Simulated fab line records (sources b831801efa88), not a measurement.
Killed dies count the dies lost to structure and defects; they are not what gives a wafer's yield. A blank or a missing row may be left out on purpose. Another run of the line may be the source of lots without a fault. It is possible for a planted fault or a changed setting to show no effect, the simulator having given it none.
Check for tools in common ; flow sky130 ; 42 wafers sampled across 14 lots

## REASON IT WAS OPENED
Of 14 lots, 2 have the reading LDD_LDN_TW flagged at SKY_LDD_LDN_TW_MEAS_13. No-fault wafers: 1463, standard deviation 9.7.
Rule: flag the lot when none of its wafers has a number, or when each of its wafers that has one lies beyond 4 standard deviations from that mean. The rest of the lots are taken to be sound.

lot;measured;on;LDD_LDN_TW, wafer by wafer;flag
L137;day 23 03:43;film_metro-04;1462 1461 1461;
L138;day 23 10:38;film_metro-01;1476 1481 1473;
L139;day 23 14:02;film_metro-04;1562 1555 1558;FLAGGED
L140;day 23 22:52;film_metro-04;1553 1556 1550;FLAGGED
L143;day 24 23:51;film_metro-04;1453 1454 1459;
L144;day 25 10:45;film_metro-02;1469 1475 1469;
L151;day 27 22:42;film_metro-04;1453 1463 1454;
L152;day 28 10:06;film_metro-04;1469 1459 1458;
L153;day 28 12:47;film_metro-04;1450 1456 1456;
L155;day 28 21:59;film_metro-04;1456 1462 1449;
L156;day 29 01:15;film_metro-04;1470 1463 1458;
L157;day 29 12:54;film_metro-02;1476 1478 1475;
L158;day 30 01:59;film_metro-04;1451 1447 1453;
L159;day 30 13:57;film_metro-01;1465 1470 1471;
The mean of the flagged lots' numbers is 1556, +93 from the usual (+10 standard deviations).

## WHICH TOOL RAN EACH LOT
The record holds 1 process step before the reading, out of a route of 708 steps. Every cell lists first the tool, next ch and the chambers used by the sampled wafers, and last the start.
lot;flag;SKY_LDD_LDN_IMPLANT_10
L137;;implanter-03 ch 0, day 23 03:20
L138;;implanter-04 ch 0, day 23 10:14
L139;FLAGGED;implanter-03 ch 0, day 23 13:20
L140;FLAGGED;implanter-03 ch 0, day 23 22:10
L143;;implanter-04 ch 0, day 24 23:27
L144;;implanter-01 ch 0, day 25 10:22
L151;;implanter-01 ch 0, day 27 22:18
L152;;implanter-03 ch 0, day 28 09:43
L153;;implanter-04 ch 0, day 28 12:23
L155;;implanter-01 ch 0, day 28 21:35
L156;;implanter-01 ch 0, day 29 00:52
L157;;implanter-04 ch 0, day 29 12:30
L158;;implanter-04 ch 0, day 30 01:35
L159;;implanter-01 ch 0, day 30 13:34
What is done by these steps:
- SKY_LDD_LDN_IMPLANT_10
- SKY_LDD_LDN_TW_MEAS_13

## FLAGGED OVER TOTAL, TOOL BY TOOL (the gauges that took the reading come last)
step;tool;lots run;flagged;share of the flagged lots;sound lots run after its first flagged lot
SKY_LDD_LDN_IMPLANT_10;implanter-01;5;0;none;-
SKY_LDD_LDN_IMPLANT_10;implanter-03;4;2;all;1 (L152)
SKY_LDD_LDN_IMPLANT_10;implanter-04;5;0;none;-
SKY_LDD_LDN_TW_MEAS_13;film_metro-01;2;0;none;-
SKY_LDD_LDN_TW_MEAS_13;film_metro-02;2;0;none;-
SKY_LDD_LDN_TW_MEAS_13;film_metro-04;10;2;all;7 (L143,L151,L152,L153,L155,L156,L158)

## WHAT IS ALLOWED BY THE TABLE
Rows of the table that ran all the flagged lots, 2 in number: implanter-03 at SKY_LDD_LDN_IMPLANT_10; film_metro-04 at SKY_LDD_LDN_TW_MEAS_13.
- implanter-03 at SKY_LDD_LDN_IMPLANT_10: 2 of its 4 lots flagged. Sound lots followed the first flagged one (L152) on it, something a lasting fault affecting the whole tool could not allow.
- film_metro-04 at SKY_LDD_LDN_TW_MEAS_13: 2 of its 10 lots flagged. Sound lots followed the first flagged one (L143, L151, L152, L153, L155, L156, L158) on it, something a lasting fault affecting the whole tool could not allow.
No row of the table ran every flagged lot and no sound lot after the first.

## WHAT HAD BEEN PUT IN BY THE SIMULATOR
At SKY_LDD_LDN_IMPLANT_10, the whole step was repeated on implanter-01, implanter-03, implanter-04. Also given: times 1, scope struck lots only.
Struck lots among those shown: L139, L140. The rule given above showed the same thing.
